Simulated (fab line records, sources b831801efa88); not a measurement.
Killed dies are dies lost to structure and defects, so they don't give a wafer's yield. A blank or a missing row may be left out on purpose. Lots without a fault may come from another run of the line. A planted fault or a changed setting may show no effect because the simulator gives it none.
A struck lot beside a sound one | flow gf180mcu | 15 steps out of a route of 602
Sound: wafers L635.2, L635.4, L635.6. Struck: wafers L623.3, L623.4, L623.6. The cause comes at the end.
At each step with rows: each side's tool, then ch and its chambers, then its first start. Under that, the readings that differ: sound wafers | struck wafers | difference of the means | sigmas: that difference in standard deviations of wafers without a fault.
alike: readings whose means differ by less than 2 such deviations, and words and numbers that are the same on both sides. not compared: withheld readings, readings that some wafer has no value for, bounds like >300 that may hide the same value, and numbers for which the record gives no deviation and whose values overlap.
The two part at a step that has a row with sigmas, a row that says differs or no value, or rows on one side only. Numbers that don't overlap but have no deviation are shown without sigmas and don't part them. A reading that every wafer of one side lacks parts them only if that side has two wafers or more.

first, 1 step without rows for these wafers: GF_V2_ETCH_16 (etches BARC in N2/H2).
GF_V2_ETCH_17: etches SiO2 in C4F8/O2/Ar, stops on TiN, target depth 630 nm.
  sound on rie_diel-03 ch 0,2; struck on rie_diel-02 ch 0,1,3
  alike: oes_product_au
GF_V2_STRIP_18: strips in O2/N2.
  sound on plasma_asher-04 ch 0, day 26 20:27; struck on plasma_asher-03 ch 0,1, day 23 09:15
  alike: drypump_motor_current_A, heater_power_w, oes_product_au
  not compared: rf_hours_counter_h
then, 4 steps without rows for these wafers: GF_V2_STRIP_19 (strips in post etch residue remover, time 1200 s); GF_V2_CLEAN_20 (cleans in DIW); GF_V2_SPUTTER_21 (material Ti, target thk 15 nm, time 80.02 s); GF_V2_SPUTTER_22 (material TiN, target thk 10 nm, time 40 s).
GF_V2_CVD_23: deposits W, target thk 350 nm, time 104.94 s.
  sound on cvd_w-01 ch 1, day 26 21:10; struck on cvd_w-02 ch 0,1, day 23 09:56
  alike: heater_power_outer_w, heater_power_w
GF_V2_RS_MEAS_24: measures by four-point-probe.
  sound on film_metro-01, day 26 21:17; struck on film_metro-03, day 23 10:04
  alike: V2_W_RS
GF_V2_THK_MEAS_25: measures by xrf.
  sound on film_metro-01, day 26 21:24; struck on film_metro-03, day 23 10:10
  alike: V2_W_THK
then, 1 step without rows for these wafers: GF_V2_CMP_26 (polishes, stops on SiO2, t overpolish 15 s, target thk 0 nm).
GF_M3_SPUTTER_00: material Ti, target thk 37.5 nm, time 150 s.
  sound on pvd_sputter-03, day 26 21:45; struck on pvd_sputter-04, day 23 10:30
  alike: cathode_dc_power_W, throttle_valve_pct
GF_M3_SPUTTER_01: material TiN, target thk 30 nm, time 25 s.
  sound on pvd_sputter-03, day 26 21:51; struck on pvd_sputter-04, day 23 10:36
  reading                                | sound                | struck               | difference | sigmas
  cathode_dc_power_W (W)                 | 6497.8 6498.5 6499.2 | 5797.0 5794.6 5796.1 | -702.6     | -99 or more
  model.TiN_of_M3_SPUTTER_01.thk_nm (nm) | 29.6 29.51 29.64     | 26.16 26.38 26.56    | -3.22      |
  alike: throttle_valve_pct
GF_M3_SPUTTER_02: material AlCu, target thk 450 nm, time 23.9 s.
  sound on pvd_sputter-03, day 26 21:53; struck on pvd_sputter-04, day 23 10:38
  alike: cathode_dc_power_W, throttle_valve_pct
GF_PASSIVATION_PROBE_99:
  the record has rows for the sound wafers here (prober-01, day 34 03:36) and none for the struck ones

WHERE THEY PART
First at GF_M3_SPUTTER_01; last, within this record, at GF_PASSIVATION_PROBE_99.

WHY: what the simulator had put in
Process parameter drift: pvd_sputter-04, from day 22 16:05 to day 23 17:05, at GF_M3_SPUTTER_01. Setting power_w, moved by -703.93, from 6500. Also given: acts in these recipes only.
